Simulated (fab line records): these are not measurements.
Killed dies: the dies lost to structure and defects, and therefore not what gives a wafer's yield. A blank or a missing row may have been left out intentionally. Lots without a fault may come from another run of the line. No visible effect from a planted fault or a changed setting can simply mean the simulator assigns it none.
fab line records	flow sky130
record: lots: 14	wafers: 42	lastDay: 50
route steps=708 shown GATE_OXIDE@194 SD_N@349 LOCAL_INTERCONNECT@389 CONTACT@421 PAD_OPEN@708
lots that met no fault: taken from a fault-free run of the same line
startH: the number of hours between the record's first day and the start of the first shown wafer of the lot	waitH: hours from the lot's prior step to this one	" as in the row above	L1.1+2: several wafers, shown together as one row	- no value, or no start was given	* or withheld: withheld	< > ~ a bound
route shown NAME@n: names a module that has steps shown in the file, with the first one's number in the route	usual: mean/standard deviation of fault-free wafers	same: alike in all rows	chamber/n: place in a boat	sites: readings site by site	_std_site: their standard deviation	_edge_site: mean of outer sites minus mean of inner sites	radiusMm: for every site, how far away it sits from the centre of the wafer	mask NAME#n: copy n	behind: tool/chamber where the wafer was last shaped	hold: what put the lot on hold/how long, in hours/how the hold closed	device: the n, p or np transistor that did not switch	end of line: the route-end tests of the same wafers	a step with no rows: only its recipe	killed: dies that structure and defects cost at the first sort, which is not the same as the wafer's yield	map: shows each die of a wafer: x if killed, . if not, _ if none is there
set.NAME: the setting the step ran with; set.NAME@STEP: the setting that earlier step ran with	model.NAME: the simulator's own value behind a step, which no gauge read
steps of the route over a sample of lots; a table a step, a row a wafer
services: the hour from which a tool's chamber was out of use, counted from the record's first day as startH (under 0 if before that day), plus the number of hours and why
== steps ==
step: SKY_GATE_OXIDE_EXPOSE_07
recipe: maskId: LVOM	na: 0.6	sourceShape: conventional	sigmaOuter: 0.6	polarization: unpolarized	targetCdNm: 600	doseMj: 170
lot.wafer	tool	chamber	startH	waitH	mask
L164.3+4+6	ilineStepper-02	0	294.01	-	LVOM#0
L166.4+5+6	ilineStepper-02	0	313.86	-	LVOM#0
L169.1+2+5	ilineStepper-01	0	337.46	-	LVOM#0
L171.1+2+3	ilineStepper-01	0	349.53	-	LVOM#0
L172.1+2+4	ilineStepper-01	0	363.13	-	LVOM#0
L174.2+5+6	ilineStepper-02	0	377.47	-	LVOM#0
L176.2+3+6	ilineStepper-02	0	398.30	-	LVOM#0
L175.1+2+4	ilineStepper-01	0	398.53	-	LVOM#0
L179.1+2+4	ilineStepper-01	0	416.67	-	LVOM#0
L182.1+2+5	ilineStepper-02	0	447.58	-	LVOM#0
L184.1+2+5	ilineStepper-01	0	462.66	-	LVOM#0
L185.1+3+4	ilineStepper-02	0	474.02	-	LVOM#0
L187.2+3+5	ilineStepper-02	0	481.10	-	LVOM#0
L186.2+4+5	ilineStepper-02	0	481.45	-	LVOM#0
step: SKY_GATE_OXIDE_OVL_MEAS_10
usual: GATE_OXIDE_OVL: 0.7/1.2
lot.wafer	tool	chamber	startH	waitH	GATE_OXIDE_OVL[nm]
L164.3	overlay-01	-	306.75	0.1	0.7
L164.4	"	-	"	"	1.1
L164.6	"	-	"	"	-1.3
L166.4	overlay-02	-	326.64	0.1	2.3
L166.5	"	-	"	"	0.4
L166.6	"	-	"	"	1.9
L169.1	overlay-02	-	350.36	0.1	-0.2
L169.2	"	-	"	"	0.1
L169.5	"	-	"	"	0.7
L171.1	overlay-02	-	362.16	0.1	1.4
L171.2	"	-	"	"	1.3
L171.3	"	-	"	"	2.2
L172.1	overlay-01	-	376.79	0.1	0.1
L172.2	"	-	"	"	0.3
L172.4	"	-	"	"	0.1
L174.2	overlay-02	-	391.54	0.1	0.4
L174.5	"	-	"	"	0.1
L174.6	"	-	"	"	1.4
L176.2	overlay-02	-	413.08	0.1	1.1
L176.3	"	-	"	"	2.4
L176.6	"	-	"	"	0.1
L175.1	overlay-01	-	413.36	0.1	0.5
L175.2	"	-	"	"	2.9
L175.4	"	-	"	"	2.3
L179.1	overlay-02	-	430.91	0.1	2.2
L179.2	"	-	"	"	0.5
L179.4	"	-	"	"	0.0
L182.1	overlay-01	-	462.67	0.1	-103.2
L182.2	"	-	"	"	-103.4
L182.5	"	-	"	"	-103.2
L184.1	overlay-01	-	477.78	0.1	0.5
L184.2	"	-	"	"	1.0
L184.5	"	-	"	"	0.8
L185.1	overlay-01	-	489.43	0.1	-101.9
L185.3	"	-	"	"	-102.3
L185.4	"	-	"	"	-101.9
L187.2	overlay-01	-	496.36	0.1	-104.5
L187.3	"	-	"	"	-104.9
L187.5	"	-	"	"	-106.6
L186.2	overlay-02	-	496.66	0.1	-105.1
L186.4	"	-	"	"	-103.8
L186.5	"	-	"	"	-103.2
step: SKY_SD_N_CD_MEAS_07
recipe: targetCdNm: 380
usual: cdNm: 379.7/2.5
lot.wafer	tool	chamber	startH	waitH	cdNm
L164.3	cdSem-01	-	652.71	0.1	378.4
L164.4	"	-	"	"	380.2
L164.6	"	-	"	"	380.7
L166.4	cdSem-02	-	664.93	0.1	379.8
L166.5	"	-	"	"	379.9
L166.6	"	-	"	"	380.2
L169.1	cdSem-01	-	701.34	0.1	382.7
L169.2	"	-	"	"	381.8
L169.5	"	-	"	"	382.2
L171.1	cdSem-01	-	701.99	0.1	384.9
L171.2	"	-	"	"	385.3
L171.3	"	-	"	"	385.6
L172.1	cdSem-02	-	712.26	0.1	377.0
L172.2	"	-	"	"	377.1
L172.4	"	-	"	"	374.2
L174.2	cdSem-01	-	727.16	0.1	378.8
L174.5	"	-	"	"	379.2
L174.6	"	-	"	"	380.7
L176.2	cdSem-01	-	747.44	0.1	382.5
L176.3	"	-	"	"	384.6
L176.6	"	-	"	"	380.8
L175.1	cdSem-01	-	749.09	0.1	380.0
L175.2	"	-	"	"	376.7
L175.4	"	-	"	"	377.5
L179.1	cdSem-01	-	763.02	0.1	378.3
L179.2	"	-	"	"	378.1
L179.4	"	-	"	"	381.5
L182.1	cdSem-02	-	789.96	0.1	378.1
L182.2	"	-	"	"	379.9
L182.5	"	-	"	"	379.9
L184.1	cdSem-01	-	801.57	0.1	377.0
L184.2	"	-	"	"	376.3
L184.5	"	-	"	"	377.3
L185.1	cdSem-01	-	834.10	20.8	381.9
L185.3	"	-	"	"	381.0
L185.4	"	-	"	"	382.2
L187.2	cdSem-01	-	835.68	17.2	383.5
L187.3	"	-	"	"	381.0
L187.5	"	-	"	"	382.3
L186.2	cdSem-01	-	836.16	16.0	379.2
L186.4	"	-	"	"	381.6
L186.5	"	-	"	"	380.7
step: SKY_LOCAL_INTERCONNECT_THK_MEAS_02
recipe: thkMeasGauge: xrf	reads: TiN_of_LOCAL_INTERCONNECT_SPUTTER_00
usual: LOCAL_INTERCONNECT_TIN_THK: 97.8/1.2
lot.wafer	tool	chamber	startH	waitH	LOCAL_INTERCONNECT_TIN_THK[nm]
L164.3	filmMetro-04	-	684.77	0.1	100.1
L164.4	"	-	"	"	97.6
L164.6	"	-	"	"	98.2
L166.4	filmMetro-01	-	696.12	0.1	96.3
L166.5	"	-	"	"	97.9
L166.6	"	-	"	"	96.4
L169.1	filmMetro-03	-	732.30	0.1	99.0
L169.2	"	-	"	"	99.6
L169.5	"	-	"	"	98.8
L171.1	filmMetro-03	-	732.71	0.1	96.5
L171.2	"	-	"	"	97.8
L171.3	"	-	"	"	99.0
L172.1	filmMetro-03	-	742.94	0.1	97.2
L172.2	"	-	"	"	98.6
L172.4	"	-	"	"	98.2
L174.2	filmMetro-01	-	757.20	0.1	98.3
L174.5	"	-	"	"	97.7
L174.6	"	-	"	"	96.9
L176.2	filmMetro-04	-	777.25	0.1	100.5
L176.3	"	-	"	"	100.4
L176.6	"	-	"	"	100.2
L175.1	filmMetro-04	-	779.26	0.1	97.2
L175.2	"	-	"	"	98.6
L175.4	"	-	"	"	99.9
L179.1	filmMetro-01	-	792.96	0.1	95.3
L179.2	"	-	"	"	96.4
L179.4	"	-	"	"	95.7
L182.1	filmMetro-03	-	836.92	0.1	97.5
L182.2	"	-	"	"	98.5
L182.5	"	-	"	"	98.7
L184.1	filmMetro-01	-	840.44	0.1	99.9
L184.2	"	-	"	"	98.7
L184.5	"	-	"	"	98.5
L185.1	filmMetro-01	-	853.53	0.1	97.3
L185.3	"	-	"	"	97.0
L185.4	"	-	"	"	97.6
L187.2	filmMetro-03	-	860.12	0.1	97.9
L187.3	"	-	"	"	98.0
L187.5	"	-	"	"	96.8
L186.2	filmMetro-01	-	861.72	0.1	95.0
L186.4	"	-	"	"	95.5
L186.5	"	-	"	"	96.3
step: SKY_CONTACT_OVL_MEAS_15
usual: CONTACT_OVL: 0/5.6
lot.wafer	tool	chamber	startH	waitH	CONTACT_OVL[nm]
L164.3	overlay-02	-	742.02	0.1	3
L164.4	"	-	"	"	1
L164.6	"	-	"	"	1
L166.4	overlay-02	-	752.53	0.1	-1
L166.5	"	-	"	"	-4
L166.6	"	-	"	"	-3
L169.1	overlay-01	-	788.03	0.1	-3
L169.2	"	-	"	"	-8
L169.5	"	-	"	"	3
L171.1	overlay-02	-	788.86	0.1	-4
L171.2	"	-	"	"	-7
L171.3	"	-	"	"	-7
L172.1	overlay-02	-	797.06	0.1	-7
L172.2	"	-	"	"	-2
L172.4	"	-	"	"	6
L174.2	overlay-01	-	833.74	0.1	4
L174.5	"	-	"	"	-3
L174.6	"	-	"	"	-5
L176.2	overlay-02	-	839.26	0.1	0
L176.3	"	-	"	"	-9
L176.6	"	-	"	"	-1
L175.1	overlay-02	-	839.86	0.1	4
L175.2	"	-	"	"	0
L175.4	"	-	"	"	3
L179.1	overlay-01	-	858.41	0.1	14
L179.2	"	-	"	"	16
L179.4	"	-	"	"	9
L182.1	overlay-02	-	882.58	0.1	10
L182.2	"	-	"	"	7
L182.5	"	-	"	"	9
L184.1	overlay-02	-	889.78	0.1	1
L184.2	"	-	"	"	9
L184.5	"	-	"	"	5
L185.1	overlay-02	-	905.11	0.1	-9
L185.3	"	-	"	"	-7
L185.4	"	-	"	"	-4
L187.2	overlay-02	-	910.96	0.1	-7
L187.3	"	-	"	"	-2
L187.5	"	-	"	"	5
L186.2	overlay-01	-	912.82	0.1	2
L186.4	"	-	"	"	5
L186.5	"	-	"	"	12
step: SKY_PAD_OPEN_PROBE_99
usual: killed_at_M0_to_M3: 42/5.8	killed_at_M4_up: 3.0/2	killedAtContacts: 24/5.5	killedAtFrontEnd: 15/3.9	killedAtOther: 0.3/0.54	killedDies: 85/8.8	killedOnRim: 16/3.7	killedOpen: 47/6.8	killedShort: 38/5.9
same: grossDies: 492	killedAtBackSide: 0
lot.wafer	tool	chamber	startH	waitH	killed_at_M0_to_M3	killed_at_M4_up	killedAtContacts	killedAtFrontEnd	killedAtOther	killedDies	killedOnRim	killedOpen	killedShort
L176.2	prober-02	-	1154.33	0.1	45	2	18	11	1	77	18	47	29
L176.3	prober-02	-	1154.38	0.2	38	2	23	9	1	73	10	38	34
L176.6	prober-02	-	1154.53	0.2	50	0	25	12	3	90	11	54	34
L175.1	prober-01	-	1155.17	0.1	47	5	27	25	1	105	18	55	49
L175.2	prober-01	-	1155.22	0.1	43	2	20	13	1	79	9	40	39
L175.4	prober-01	-	1155.32	0.2	39	3	24	20	0	86	15	47	39
L186.2	prober-02	-	1204.70	0.1	41	2	29	18	1	91	19	54	37
L186.4	prober-02	-	1204.80	0.2	44	0	21	15	0	80	17	42	38
L186.5	prober-02	-	1204.85	0.2	45	4	29	14	1	93	17	59	34
killed by level:class
L176.2 VIA3:geometricParticle:open=10 VIA2:geometricParticle:open=9 VIA1:geometricParticle:short=6 CONTACT:geometricParticle:open=6 METAL2:geometricParticle:short=6 VIA1:geometricParticle:open=5 CONTACT:geometricParticle:short=5 FIELD_ISO:geometricParticle:open=4
L176.3 VIA2:geometricParticle:open=9 VIA1:geometricParticle:open=8 CONTACT:geometricParticle:short=6 CONTACT:geometricParticle:open=6 POLY_GATE:geometricParticle:open=5 LI_CONTACT:geometricParticle:short=5 VIA1:geometricParticle:short=5 VIA3:geometricParticle:short=4
L176.6 VIA1:geometricParticle:open=16 CONTACT:geometricParticle:open=10 METAL2:geometricParticle:short=7 VIA3:geometricParticle:open=7 VIA2:geometricParticle:open=6 LI_CONTACT:geometricParticle:open=5 FIELD_ISO:geometricParticle:open=4 LOCAL_INTERCONNECT:geometricParticle:short=4
L175.1 FIELD_ISO:geometricParticle:open=9 VIA2:geometricParticle:open=9 LI_CONTACT:geometricParticle:open=8 FIELD_ISO:geometricParticle:short=7 CONTACT:geometricParticle:open=7 VIA1:geometricParticle:open=7 VIA3:geometricParticle:open=7 LOCAL_INTERCONNECT:geometricParticle:short=6
L175.2 CONTACT:geometricParticle:open=11 METAL1:geometricParticle:short=10 VIA1:geometricParticle:open=10 VIA2:geometricParticle:open=6 VIA3:geometricParticle:open=5 CONTACT:geometricParticle:short=5 FIELD_ISO:geometricParticle:short=4 FIELD_ISO:geometricParticle:open=3
L175.4 VIA1:geometricParticle:open=10 CONTACT:geometricParticle:open=9 VIA3:geometricParticle:open=8 FIELD_ISO:geometricParticle:short=5 FIELD_ISO:geometricParticle:open=5 VIA2:geometricParticle:open=5 LI_CONTACT:geometricParticle:open=4 LOCAL_INTERCONNECT:geometricParticle:short=4
L186.2 VIA3:geometricParticle:open=12 LI_CONTACT:geometricParticle:open=10 VIA1:geometricParticle:open=8 CONTACT:geometricParticle:open=8 FIELD_ISO:geometricParticle:short=5 FIELD_ISO:geometricParticle:open=5 VIA3:geometricParticle:short=5 POLY_GATE:geometricParticle:short=4
L186.4 VIA1:geometricParticle:open=10 METAL2:geometricParticle:short=9 METAL1:geometricParticle:short=8 CONTACT:geometricParticle:open=7 POLY_GATE:geometricParticle:open=6 LI_CONTACT:geometricParticle:open=6 CONTACT:geometricParticle:short=5 VIA1:geometricParticle:short=4
L186.5 CONTACT:geometricParticle:open=14 VIA2:geometricParticle:open=10 VIA1:geometricParticle:open=9 LI_CONTACT:geometricParticle:open=6 POLY_GATE:geometricParticle:open=5 METAL1:geometricParticle:short=5 METAL2:geometricParticle:short=5 CONTACT:geometricParticle:short=5
== services ==
tool	chamber	startH	hours	kind
ilineStepper-02	0	302.62	-	calibration
ilineStepper-02	-	362.19	1.7	pm
ilineStepper-01	0	375.52	-	calibration
ilineStepper-01	-	376.34	1.7	pm
ilineStepper-02	-	419.94	2.1	pm
ilineStepper-02	-	422.03	-	consumableReplace:lamp
ilineStepper-01	-	471.59	16.7	repair
== key ==
firstSign: step: SKY_GATE_OXIDE_OVL_MEAS_10	reading: GATE_OXIDE_OVL	direction: down	sigmas: 88	usual: 0.7	struck: -103.7
effect none on later readings
metAt SKY_GATE_OXIDE_EXPOSE_07
struckLots L182,L185,L186,L187
testerLeftOut L182,L185,L186,L187
notActingAt SKY_SD_N_CD_MEAS_07,SKY_LOCAL_INTERCONNECT_THK_MEAS_02,SKY_CONTACT_OVL_MEAS_15
onsetBetween 398.30 447.58
fault: kind: scannerMatchingOverlay	tool: ilineStepper-02	chamber: -	onsetH: 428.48	steps: SKY_GATE_OXIDE_EXPOSE_07	offset: -104.38
testerLeftOut: of these lots the tester's yield and bins aren't shown, on N5 and GAA mostly nor the transistor test; their killed dies are dies lost to structure and defects alone, not to doping, threshold or leakage, so they don't give the yield
